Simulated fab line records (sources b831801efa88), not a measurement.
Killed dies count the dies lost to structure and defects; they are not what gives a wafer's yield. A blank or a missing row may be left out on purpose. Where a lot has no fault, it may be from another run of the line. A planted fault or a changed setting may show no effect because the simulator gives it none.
A struck lot beside a sound one ; flow sfqLine ; 26 out of 325 route steps
Sound: the wafers L669.1, L669.2, L669.3. Struck: wafer L676.2 (left out: L676.5, L676.6 of the same lot, which were not struck); the cause appears at the end.
For every step that has rows: the tool of each side, followed by ch and its chambers, followed by its first start. Under that, the readings that differ: sound wafers ; struck wafers ; difference of the means ; sigmas: that difference in standard deviations of wafers without a fault.
alike: readings whose means differ by less than 2 such deviations, and words and numbers that are the same on both sides. not compared: withheld readings, readings that some wafer has no value for, bounds like >300 that may hide the same value, and numbers for which the record gives no deviation and whose values overlap.
A row with sigmas, a row that says differs or no value, or rows on one side alone: a step with any of these is where the two part. When numbers do not overlap yet have no deviation, they are printed without sigmas and do not part them. A reading missing from all wafers of one side parts the sides only when that side holds two or more wafers.

SFQ_L0_RS_MEAS_901: uses a four-point probe to measure.
  struck on filmMetro-01, day 4 00:35; sound on filmMetro-04, day 2 13:34
  alike: L0_MONX_KI_RS
SFQ_L0_THK_MEAS_902: measures by xrf.
  struck on filmMetro-01, day 4 00:42; sound on filmMetro-04, day 2 13:41
reading;sound;struck;difference;sigmas
L0_MONX_KI_THK (nm);38.3 38.3 38.8;39.6;+1.1;+2
then, 6 steps without rows for these wafers: SFQ_TRILAYER_L0_LITHO_COAT_010 (resist thk 62 nm); SFQ_TRILAYER_L0_LITHO_COAT_005 (resist thk 600 nm); SFQ_TRILAYER_L0_LITHO_SOFTBAKE_009; SFQ_TRILAYER_L0_LITHO_EXPOSE_006 (exposes mask L0, target cd 2000 nm); SFQ_TRILAYER_L0_LITHO_PEB_008 (peb time 60 s); SFQ_TRILAYER_L0_LITHO_DEVELOP_007 (time 60 s).
SFQ_TRILAYER_L0_BARC_OPEN_METAL_ETCH_010: etches BARC in O2, target depth 125 nm, time 41.7 s.
  sound on rieMetal-02 ch 0,1, day 3 02:25; struck on rieMetal-04 ch 1, day 4 17:14
reading;sound;struck;difference;sigmas
drypumpMotorCurrentA (A);5.6 6.4 6.4;5.0;-1.1;-2
  alike: chamberPressureMTorr, oesProductAu
  not compared: rfHoursCounterH
SFQ_TRILAYER_L0_ETCH_METAL_ETCH_008: etches MoNx KI in SF6/O2, stops on SiO2, target depth 50 nm, time 25 s.
  sound on rieMetal-02 ch 0,1, day 3 02:29; struck on rieMetal-04 ch 1, day 4 17:18
reading;sound;struck;difference;sigmas
chamberPressureMTorr (mTorr);9.999 9.995 9.990;10.015;+0.020;+2
drypumpMotorCurrentA (A);5.6 6.4 6.4;5.0;-1.1;-2
  alike: oesProductAu
  not compared: rfHoursCounterH
SFQ_TRILAYER_L0_STRIP_STRIP_009: strips in O2.
  sound on rieMetal-02 ch 0,1, day 3 02:31; struck on rieMetal-04 ch 1, day 4 17:20
reading;sound;struck;difference;sigmas
drypumpMotorCurrentA (A);5.5 6.4 6.4;5.0;-1.1;-2
oesProductAu (a.u.);0.990 0.995 0.993;1.010;+0.017;+2
  alike: chamberPressureMTorr
  not compared: rfHoursCounterH
then, 1 step without rows for these wafers: SFQ_TRILAYER_L0_STRIP_SOLV_CLEAN_010 (cleans in NMP, time 600 s).
SFQ_TRILAYER_L0_CAP_PECVD_011: deposits SiO2 from SiH4/N2O, time 13.333 s, target thk 60 nm.
  sound on pecvd-04 ch 0,1,2, day 3 03:18; struck on pecvd-02 ch 0, day 4 18:07
reading;sound;struck;difference;sigmas
model.SiO2_of_TRILAYER_L0_CAP_PECVD_011.thkNm (nm);60.2 59.97 60.1;68.95;+8.86;
  alike: heaterPowerW, throttleValvePct
then, 6 steps without rows for these wafers: SFQ_TRILAYER_L0_VIA_LITHO_COAT_018 (resist thk 62 nm); SFQ_TRILAYER_L0_VIA_LITHO_COAT_013 (resist thk 650 nm); SFQ_TRILAYER_L0_VIA_LITHO_SOFTBAKE_017; SFQ_TRILAYER_L0_VIA_LITHO_EXPOSE_014 (exposes mask L0V, target cd 700 nm); SFQ_TRILAYER_L0_VIA_LITHO_PEB_016 (peb time 60 s); SFQ_TRILAYER_L0_VIA_LITHO_DEVELOP_015 (time 60 s).
-- the record jumps here: 5 days lie between the struck wafers' starts before and after --
SFQ_L0V_OVL_MEAS_903:
  struck on overlay-02, day 9 13:38; sound on overlay-02, day 6 02:43
  alike: L0V_OVL
SFQ_TRILAYER_L0_VIA_BARC_OPEN_VIA_ETCH_021: etches BARC in O2, target depth 125 nm, time 41.7 s.
  sound on rieDiel-02 ch 0,1,3, day 6 02:46; struck on rieDiel-02 ch 3, day 9 13:40
reading;sound;struck;difference;sigmas
chamberPressureMTorr (mTorr);30.056 30.023 30.029;29.922;-0.114;-4
rfHoursCounterH (h);104 143 93;144;+31;
  alike: drypumpMotorCurrentA, oesProductAu
SFQ_TRILAYER_L0_VIA_ETCH_VIA_ETCH_016: etches SiO2 in CHF3, stops on MoNx KI, target depth 80 nm.
  sound on rieDiel-02 ch 0,1,3, day 6 02:48; struck on rieDiel-02 ch 3, day 9 13:41
reading;sound;struck;difference;sigmas
oesProductAu (a.u.);0.838 0.837 0.838;0.921;+0.083;+11
model.L0V.featureDepthNm (nm);60.2 59.97 60.1;68.95;+8.86;
model.etch.depthNm (nm);60.2 59.97 60.1;68.95;+8.86;
  alike: chamberPressureMTorr, drypumpMotorCurrentA
SFQ_TRILAYER_L0_VIA_STRIP_STRIP_017: strips in O2.
  sound on rieMetal-04 ch 0,1, day 6 02:50; struck on rieMetal-03 ch 0, day 9 13:56
reading;sound;struck;difference;sigmas
oesProductAu (a.u.);1.004 1.002 0.998;0.981;-0.020;-3
  alike: chamberPressureMTorr, drypumpMotorCurrentA
  not compared: rfHoursCounterH
then, 1 step without rows for these wafers: SFQ_TRILAYER_L0_VIA_STRIP_SOLV_CLEAN_018 (cleans in NMP, time 600 s).
SFQ_TRILAYER_M0_DEP_PRE_CLEAN_020: time 15 s.
  struck on pvdSputter-04, day 9 15:08; sound on pvdSputter-03, day 6 03:37
reading;sound;struck;difference;sigmas
model.SiO2_of_TRILAYER_L0_CAP_PECVD_011.thkNm (nm);55.2 54.97 55.1;63.95;+8.86;
then, 1 step without rows for these wafers: SFQ_TRILAYER_M0_DEP_SPUTTER_019 (material Nb, target thk 200 nm, time 133.3 s).

## WHERE THEY PART
Last at SFQ_TRILAYER_L0_VIA_STRIP_STRIP_017 as far as this record goes, first at SFQ_L0_THK_MEAS_902.

WHY: the cause the simulator had injected
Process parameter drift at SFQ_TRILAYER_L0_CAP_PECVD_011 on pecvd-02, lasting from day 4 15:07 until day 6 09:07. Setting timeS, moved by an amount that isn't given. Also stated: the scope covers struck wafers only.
